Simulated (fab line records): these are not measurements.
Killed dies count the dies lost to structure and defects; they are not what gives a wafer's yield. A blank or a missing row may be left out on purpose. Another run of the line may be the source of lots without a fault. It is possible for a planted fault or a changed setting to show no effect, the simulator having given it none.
fab line records    flow sfq-line
record: lots: 14  wafers: 42  last-day: 92
route steps=325 shown M6@261 I6@279 I7@297
lots with no fault: from the same line, run without faults
start-h: the number of hours between the record's first day and the start of the first shown wafer of the lot    wait-h: hours from the lot's prior step to this one    " identical to the entry in the row above    L1.1+2: several wafers, shown together as one row    - value missing, or start not given    * or withheld: withheld    < > ~ a bound
route shown NAME@n: a module of which the file shows steps, and the number in the route of the first    usual: mean and standard deviation over wafers with no fault    same: alike in all rows    chamber/n: place in a boat    sites: the reading at each site    _std_site: standard deviation of those values    _edge_site: mean of outer sites minus mean of inner sites    radius-mm: for every site, how far away it sits from the centre of the wafer    mask NAME#n: copy n    behind: the last tool/chamber to shape the wafer    hold: why the lot went on hold/how many hours it stayed there/how the hold came to an end    device: which transistor (n, p or np) failed to switch    end of line: the same wafers' tests at the end of the route    step lacking rows: just its recipe    killed: count of dies lost to structure and defects at first sort (not the wafer's yield)    map: a wafer's dies, marking killed ones x, the rest . and places with no die _
set.NAME: the setting the step ran with; set.NAME@STEP: the setting that earlier step ran with    model.NAME: the simulator's own value behind a step, which no gauge read
steps of the route over a sample of lots; a table a step, a row a wafer
services: the hour from which a tool's chamber was out of use, counted from the record's first day as start-h (under 0 if before that day), plus the number of hours and why
== steps ==
step: SFQ_M6_OVL_MEAS_940
usual: M6_OVL: -2/6.4
lot.wafer  tool        chamber  start-h  wait-h  M6_OVL[nm]
L958.3     overlay-02  -        1760.80  0.1     2
L958.4     "           -        "        "       12
L958.5     "           -        "        "       8
L959.1     overlay-02  -        1868.57  0.1     6
L959.2     "           -        "        "       2
L959.3     "           -        "        "       -5
L961.1     overlay-01  -        1871.71  0.1     4
L961.4     "           -        "        "       -7
L961.6     "           -        "        "       3
L962.2     overlay-02  -        1876.52  0.1     -2
L962.3     "           -        "        "       -1
L962.4     "           -        "        "       -7
L965.2     overlay-01  -        1882.52  0.1     3
L965.4     "           -        "        "       4
L965.6     "           -        "        "       0
L967.1     overlay-01  -        1887.31  0.1     -6
L967.2     "           -        "        "       -7
L967.4     "           -        "        "       -7
L968.1     overlay-01  -        1889.71  0.1     0
L968.4     "           -        "        "       5
L968.6     "           -        "        "       -2
L971.2     overlay-02  -        1898.24  0.1     -11
L971.5     "           -        "        "       -1
L971.6     "           -        "        "       -12
L973.3     overlay-01  -        1971.20  0.1     1
L973.4     "           -        "        "       -10
L973.5     "           -        "        "       4
L975.2     overlay-02  -        2011.48  0.1     5
L975.3     "           -        "        "       -7
L975.5     "           -        "        "       -12
L976.2     overlay-02  -        2023.48  0.1     -3
L976.4     "           -        "        "       -6
L976.5     "           -        "        "       0
L977.1     overlay-02  -        2034.27  0.1     1
L977.4     "           -        "        "       -3
L977.6     "           -        "        "       1
L979.1     overlay-02  -        2041.47  0.1     -9
L979.2     "           -        "        "       4
L979.6     "           -        "        "       2
L980.1     overlay-02  -        2043.87  0.1     -3
L980.3     "           -        "        "       -7
L980.5     "           -        "        "       -5
step: SFQ_TRILAYER_M6_STRIP_STRIP_163
recipe: gas: O2  power-w: 200  platen-temp-c: 40  overash-fraction: 0.65  chemistry: O2  pressure-mtorr: 50
usual: drypump-motor-current-A: 5.73/0.2  he-backside-leak-sccm: 3.43/0.2  oes-product-au: 1.002/0.0081
lot.wafer  tool          chamber  start-h  wait-h  drypump-motor-current-A  he-backside-leak-sccm  oes-product-au  rf-hours-counter-h
L958.3     rie-metal-02  0        1761.21  0.2     6.03                     3.08                   0.993           -
L958.4     "             1        "        "       5.74                     3.58                   0.987           -
L958.5     "             0        "        "       6.01                     3.01                   0.996           -
L959.1     rie-metal-01  0        1868.79  0.1     5.80                     3.47                   1.011           16
L959.2     "             1        "        "       5.70                     3.63                   1.012           91
L959.3     "             0        "        "       5.78                     3.51                   1.009           -
L961.1     rie-metal-02  0        1871.93  0.1     6.05                     3.10                   0.985           42
L961.4     "             0        "        "       6.00                     3.04                   0.989           -
L961.6     "             1        "        "       5.74                     3.70                   0.997           -
L962.2     rie-metal-01  0        1876.73  0.1     5.84                     3.53                   0.993           17
L962.3     "             0        "        "       5.80                     3.55                   1.006           -
L962.4     "             1        "        "       5.71                     3.49                   1.007           -
L965.2     rie-metal-02  1        1882.73  0.1     5.74                     3.56                   1.006           8
L965.4     "             0        "        "       6.00                     3.08                   0.991           -
L965.6     "             0        "        "       6.00                     3.07                   1.001           -
L967.1     rie-metal-02  0        1887.53  0.1     6.04                     3.23                   0.995           44
L967.2     "             1        "        "       5.78                     3.64                   1.017           8
L967.4     "             0        "        "       6.00                     3.15                   1.001           -
L968.1     rie-metal-03  0        1889.93  0.1     5.56                     3.52                   1.000           49
L968.4     "             1        "        "       5.29                     3.16                   1.004           -
L968.6     "             1        "        "       5.28                     3.23                   1.001           -
L971.2     rie-metal-02  1        1898.46  0.1     5.77                     3.63                   1.003           10
L971.5     "             1        "        "       5.74                     3.59                   0.997           -
L971.6     "             0        "        "       5.94                     3.26                   0.990           -
L973.3     rie-metal-01  0        1971.61  0.2     5.81                     3.43                   1.012           -
L973.4     "             1        "        "       5.68                     3.49                   1.000           -
L973.5     "             1        "        "       5.72                     3.48                   1.009           -
L975.2     rie-metal-01  1        2011.70  0.1     5.72                     3.34                   1.000           111
L975.3     "             0        "        "       5.79                     3.58                   1.008           -
L975.5     "             0        "        "       5.80                     3.53                   1.012           -
L976.2     rie-metal-03  1        2023.70  0.1     5.30                     3.06                   1.005           87
L976.4     "             1        "        "       5.32                     3.24                   1.007           -
L976.5     "             0        "        "       5.58                     3.61                   1.002           -
L977.1     rie-metal-01  1        2034.50  0.1     5.71                     3.35                   0.999           115
L977.4     "             1        "        "       5.73                     3.40                   1.005           -
L977.6     "             1        "        "       5.73                     3.42                   0.994           -
L979.1     rie-metal-02  1        2041.70  0.1     5.76                     3.38                   1.005           32
L979.2     "             0        "        "       6.01                     3.17                   0.978           63
L979.6     "             1        "        "       5.77                     3.50                   1.004           -
L980.1     rie-metal-02  0        2044.10  0.1     5.96                     3.11                   0.982           64
L980.3     "             1        "        "       5.79                     3.63                   1.007           -
L980.5     "             1        "        "       5.80                     3.77                   1.003           -
step: SFQ_TRILAYER_I6_VIA_STRIP_STRIP_173
recipe: gas: O2  power-w: 200  platen-temp-c: 40  overash-fraction: 0.65  chemistry: O2  pressure-mtorr: 50
usual: drypump-motor-current-A: 5.49/0.22  he-backside-leak-sccm: 3.54/0.3  oes-product-au: 1.000/0.0073
lot.wafer  tool          chamber  start-h  wait-h  drypump-motor-current-A  he-backside-leak-sccm  oes-product-au  rf-hours-counter-h
L958.3     rie-metal-01  0        1864.29  -       5.82                     3.34                   0.992           -
L958.4     "             1        "        "       5.74                     3.26                   0.994           -
L958.5     "             0        "        "       5.82                     3.38                   0.998           -
L959.1     rie-metal-03  0        1970.55  -       5.56                     3.72                   0.993           58
L959.2     "             1        "        "       5.32                     3.13                   0.995           76
L959.3     "             1        "        "       5.31                     3.15                   1.001           -
L961.1     rie-metal-03  0        1975.35  -       5.57                     3.56                   0.997           60
L961.4     "             1        "        "       5.35                     3.49                   1.012           -
L961.6     "             0        "        "       5.57                     3.44                   0.994           -
L962.2     rie-metal-04  0        1976.75  -       5.17                     3.89                   0.988           -
L962.3     "             0        "        "       5.18                     3.77                   0.991           -
L962.4     "             0        "        "       5.18                     3.67                   0.986           -
L965.2     rie-metal-03  1        1983.95  -       5.31                     3.56                   0.998           -
L965.4     "             1        "        "       5.32                     3.53                   1.007           -
L965.6     "             1        "        "       5.30                     3.54                   0.998           -
L967.1     rie-metal-03  0        1986.15  -       5.60                     3.71                   0.996           61
L967.2     "             1        "        "       5.29                     3.25                   1.007           80
L967.4     "             1        "        "       5.31                     3.39                   1.006           -
L968.1     rie-metal-03  1        1990.95  -       5.32                     3.44                   1.010           81
L968.4     "             0        "        "       5.60                     4.12                   1.001           -
L968.6     "             0        "        "       5.57                     3.89                   1.009           -
L971.2     rie-metal-03  0        1999.35  -       5.62                     3.60                   0.988           63
L971.5     "             0        "        "       5.58                     3.53                   0.991           -
L971.6     "             1        "        "       5.31                     3.07                   1.000           -
L973.3     rie-metal-03  1        2070.68  -       5.34                     3.06                   1.007           -
L973.4     "             0        "        "       5.62                     3.63                   0.992           -
L973.5     "             1        "        "       5.33                     3.24                   0.990           -
L975.2     rie-metal-04  1        2092.08  -       5.31                     3.69                   0.999           89
L975.3     "             1        "        "       5.31                     3.65                   0.998           -
L975.5     "             1        "        "       5.29                     3.78                   0.996           -
L976.2     rie-metal-03  1        2101.68  -       5.32                     3.47                   0.995           99
L976.4     "             1        "        "       5.36                     3.83                   0.995           -
L976.5     "             1        "        "       5.35                     3.60                   0.991           -
L977.1     rie-metal-01  1        2107.60  -       5.71                     3.37                   1.002           128
L977.4     "             1        "        "       5.71                     3.29                   1.010           -
L977.6     "             1        "        "       5.70                     3.28                   1.006           -
L979.1     rie-metal-03  0        2111.20  -       5.56                     3.41                   0.997           81
L979.2     "             1        "        "       5.30                     3.18                   1.005           101
L979.6     "             1        "        "       5.30                     3.16                   0.995           -
L980.1     rie-metal-01  0        2112.40  -       5.80                     3.61                   0.996           52
L980.3     "             0        "        "       5.81                     3.67                   1.003           -
L980.5     "             1        "        "       5.71                     3.45                   1.007           -
step: SFQ_TRILAYER_I7_CMP_CMP_184
recipe: material: SiO2  down-force-psi: 3  platen-rpm: 60  pad-velocity-m-s: 0.94248
usual: edge-zone-pressure-frac: 1.001/0.0056  motor-current-A: 10.6/0.83  time-to-endpoint-s: 211/6.9
lot.wafer  tool    chamber  start-h  wait-h  edge-zone-pressure-frac  motor-current-A  time-to-endpoint-s
L958.4     cmp-01  1        1871.25  1.3     0.998                    8.8              212
L958.3     "       3        1872.25  2.3     0.995                    10.5             203
L958.5     "       2        1873.75  3.8     1.001                    10.2             215
L959.1     cmp-02  3        1975.26  0.0     1.010                    11.4             212
L959.3     "       1        1976.26  1.0     1.003                    10.9             216
L959.2     "       2        "        "       1.003                    10.1             203
L961.1     cmp-02  2        1980.85  0.5     0.997                    10.3             205
L961.4     "       3        "        "       0.996                    10.9             223
L961.6     "       1        1982.35  2.0     0.997                    11.4             216
L962.2     cmp-01  3        1982.15  0.6     0.996                    10.3             209
L962.3     "       0        "        "       0.998                    11.7             209
L962.4     "       2        1983.65  2.1     0.998                    11.4             218
L965.4     cmp-02  2        1991.15  0.0     1.004                    10.5             173
L965.2     "       0        1992.15  1.0     1.003                    10.8             203
L965.6     "       3        1993.65  2.5     0.999                    11.0             214
L967.4     cmp-02  1        1994.75  0.0     1.004                    10.6             203
L967.2     "       2        "        "       1.000                    11.0             160
L967.1     "       3        "        "       0.993                    11.0             210
L968.1     cmp-01  2        2002.95  0.0     1.000                    11.0             219
L968.4     "       3        "        "       0.997                    10.6             222
L968.6     "       2        2004.95  2.0     0.999                    10.1             223
L971.2     cmp-01  1        2014.95  0.0     1.004                    9.1              206
L971.5     "       1        2016.95  2.0     1.010                    9.1              212
L971.6     "       2        "        "       0.993                    11.2             216
L973.4     cmp-01  1        2077.94  3.1     0.999                    8.9              208
L973.3     "       2        "        "       1.001                    10.4             206
L973.5     "       0        2079.44  4.6     0.999                    11.2             217
L975.3     cmp-02  3        2098.89  0.0     0.985                    11.4             199
L975.2     "       0        "        "       1.007                    11.3             207
L975.5     "       0        2101.39  2.5     1.009                    11.8             207
L976.4     cmp-01  2        2107.29  0.0     1.001                    11.2             215
L976.2     "       1        2108.79  1.5     0.994                    8.7              207
L976.5     "       3        2109.79  2.5     1.002                    10.0             215
L977.1     cmp-02  0        2177.14  1.8     0.999                    11.2             201
L977.4     "       2        2178.14  2.7     1.009                    10.0             204
L977.6     "       0        2179.14  3.7     1.003                    11.4             208
L979.2     cmp-01  0        2185.31  3.5     0.995                    11.5             216
L979.1     "       1        "        "       0.995                    9.3              214
L979.6     "       3        2186.81  5.0     1.006                    10.6             228
L980.3     cmp-02  3        2189.64  5.5     0.998                    11.1             222
L980.1     "       1        2190.64  6.5     1.000                    11.3             216
L980.5     "       3        2191.64  7.4     0.996                    11.3             223
step: SFQ_TRILAYER_I7_METRO_MEASURE_185
usual: thk-nm: 199.5/0.96
lot.wafer  tool           chamber  start-h  wait-h  thk-nm
L958.3     film-metro-02  -        1874.77  0.5     201.1
L958.4     "              -        "        "       200.1
L958.5     "              -        "        "       200.2
L959.1     film-metro-03  -        1978.38  0.1     198.5
L959.2     "              -        "        "       199.7
L959.3     "              -        "        "       199.6
L961.1     film-metro-02  -        1983.47  0.1     198.4
L961.4     "              -        "        "       197.9
L961.6     "              -        "        "       199.9
L962.2     film-metro-03  -        1985.47  0.3     200.2
L962.3     "              -        "        "       198.2
L962.4     "              -        "        "       199.4
L965.2     film-metro-01  -        1994.47  0.3     199.3
L965.4     "              -        "        "       247.8
L965.6     "              -        "        "       198.8
L967.1     film-metro-02  -        1997.87  0.1     199.3
L967.2     "              -        "        "       249.1
L967.4     "              -        "        "       199.9
L968.1     film-metro-01  -        2006.07  0.1     198.8
L968.4     "              -        "        "       198.8
L968.6     "              -        "        "       198.5
L971.2     film-metro-02  -        2018.27  0.3     198.4
L971.5     "              -        "        "       199.0
L971.6     "              -        "        "       200.1
L973.3     film-metro-02  -        2080.96  0.5     201.0
L973.4     "              -        "        "       200.3
L973.5     "              -        "        "       200.5
L975.2     film-metro-02  -        2102.21  0.3     198.3
L975.3     "              -        "        "       198.1
L975.5     "              -        "        "       198.0
L976.2     film-metro-01  -        2110.61  0.3     198.7
L976.4     "              -        "        "       200.1
L976.5     "              -        "        "       200.3
L977.1     film-metro-03  -        2180.26  0.1     199.8
L977.4     "              -        "        "       197.9
L977.6     "              -        "        "       198.6
L979.1     film-metro-01  -        2187.93  0.1     199.2
L979.2     "              -        "        "       200.2
L979.6     "              -        "        "       199.5
L980.1     film-metro-03  -        2192.26  0.1     200.3
L980.3     "              -        "        "       199.9
L980.5     "              -        "        "       200.5
step: SFQ_TRILAYER_I7_VIA_ETCH_VIA_ETCH_190
recipe: target: SiO2  stop-on: Nb  mask-material: PR  taper-deg: 20  chemistry: CHF3  target-depth-nm: 260  source-w: 500  bias-w: 80  pressure-mtorr: 30  time-s: withheld
usual: drypump-motor-current-A: 6.0/0.39  oes-product-au: 0.853/0.0055
lot.wafer  tool         chamber  start-h  wait-h  drypump-motor-current-A  oes-product-au
L958.3     rie-diel-01  2        1878.49  0.0     5.9                      0.854
L958.4     "            0        "        "       5.6                      0.857
L958.5     "            0        "        "       5.6                      0.863
L959.1     rie-diel-01  3        1982.95  0.0     6.4                      0.853
L959.2     "            2        "        "       5.9                      0.859
L959.3     "            0        "        "       5.6                      0.853
L961.1     rie-diel-03  3        1988.95  0.0     5.5                      0.852
L961.4     "            1        "        "       5.9                      0.841
L961.6     "            3        "        "       5.5                      0.855
L962.2     rie-diel-01  3        1992.55  0.0     6.3                      0.847
L962.3     "            1        "        "       6.7                      0.853
L962.4     "            2        "        "       5.9                      0.851
L965.2     rie-diel-03  2        2005.55  0.0     6.0                      0.855
L965.4     "            1        "        "       5.9                      0.967
L965.6     "            2        "        "       6.0                      0.845
L967.1     rie-diel-04  2        2012.75  0.0     5.1                      0.846
L967.2     "            1        "        "       6.0                      0.977
L967.4     "            3        "        "       6.1                      0.855
L968.1     rie-diel-03  0        2018.75  0.0     6.2                      0.849
L968.4     "            2        "        "       6.0                      0.846
L968.6     "            1        "        "       5.9                      0.845
L971.2     rie-diel-01  2        2030.75  0.0     5.9                      0.855
L971.5     "            3        "        "       6.3                      0.859
L971.6     "            2        "        "       5.9                      0.856
L973.3     rie-diel-04  2        2084.09  0.0     5.1                      0.857
L973.4     "            3        "        "       6.1                      0.853
L973.5     "            3        "        "       6.1                      0.860
L975.2     rie-diel-04  1        2134.64  0.0     6.0                      0.849
L975.3     "            0        "        "       5.8                      0.847
L975.5     "            1        "        "       6.1                      0.848
L976.2     rie-diel-01  3        2135.84  0.0     6.3                      0.842
L976.4     "            2        "        "       5.9                      0.860
L976.5     "            0        "        "       5.6                      0.859
L977.1     rie-diel-03  2        2184.26  0.0     6.0                      0.861
L977.4     "            1        "        "       5.9                      0.851
L977.6     "            1        "        "       5.9                      0.852
L979.1     rie-diel-04  2        2191.48  0.0     5.1                      0.853
L979.2     "            0        "        "       5.8                      0.854
L979.6     "            2        "        "       5.1                      0.856
L980.1     rie-diel-03  1        2198.68  0.0     5.9                      0.860
L980.3     "            2        "        "       6.0                      0.862
L980.5     "            0        "        "       6.1                      0.854
== services ==
tool          chamber  start-h  hours  kind
rie-metal-02  -        1739.97  1.6    repair
cmp-01        -        1760.39  0.6    repair
rie-metal-01  -        1767.01  1.8    repair
cmp-02        -        1771.98  4.0    pm
cmp-02        -        1788.30  1.5    repair
rie-metal-03  -        1796.92  0.3    repair
cmp-01        -        1824.80  0.4    repair
cmp-02        -        1827.40  2.6    repair
rie-metal-01  -        1850.55  1.1    repair
rie-metal-02  1        1859.19  11.2   repair
cmp-02        -        1859.24  4.5    repair
rie-metal-03  -        1873.90  2.8    pm
cmp-01        -        1920.38  6.7    repair
rie-metal-03  0        1931.39  4.8    repair
cmp-01        -        1936.59  3.7    pm
cmp-02        -        1940.18  1.5    repair
cmp-01        -        1948.17  4.0    pm
rie-metal-03  0        1980.11  5.3    repair
rie-metal-02  0        2006.28  15.7   repair
cmp-02        -        2061.81  11.5   pm
rie-metal-01  0        2072.61  4.0    repair
cmp-02        -        2073.29  4.9    pm
cmp-02        -        2111.98  4.0    pm
rie-metal-01  -        2175.15  28.1   pm
== key ==
first-sign: step: SFQ_TRILAYER_I7_CMP_CMP_184  reading: time-to-endpoint-s  direction: down  sigmas: 6.4  usual: *  struck: *
effect: step: SFQ_TRILAYER_I7_METRO_MEASURE_185  reading: thk-nm  direction: up  sigmas: 51  usual: 199.5  struck: 248.5
effect: step: SFQ_TRILAYER_I7_VIA_ETCH_VIA_ETCH_190  reading: oes-product-au  direction: up  sigmas: 21  usual: 0.853  struck: 0.972
met-at SFQ_TRILAYER_I7_CMP_CMP_184
struck-lots L965,L967
struck-wafers L965.4,L967.2
not-acting-at SFQ_M6_OVL_MEAS_940,SFQ_TRILAYER_M6_STRIP_STRIP_163,SFQ_TRILAYER_I6_VIA_STRIP_STRIP_173
onset-between 1980.85 1991.15
fault: kind: process-parameter-drift  tool: cmp-02  chamber: 2  onset-h: 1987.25  steps: SFQ_TRILAYER_I7_CMP_CMP_184  channel: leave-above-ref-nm  offset: 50  shape: step  end-h: 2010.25  acts-in: these-recipes-only  stated: 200
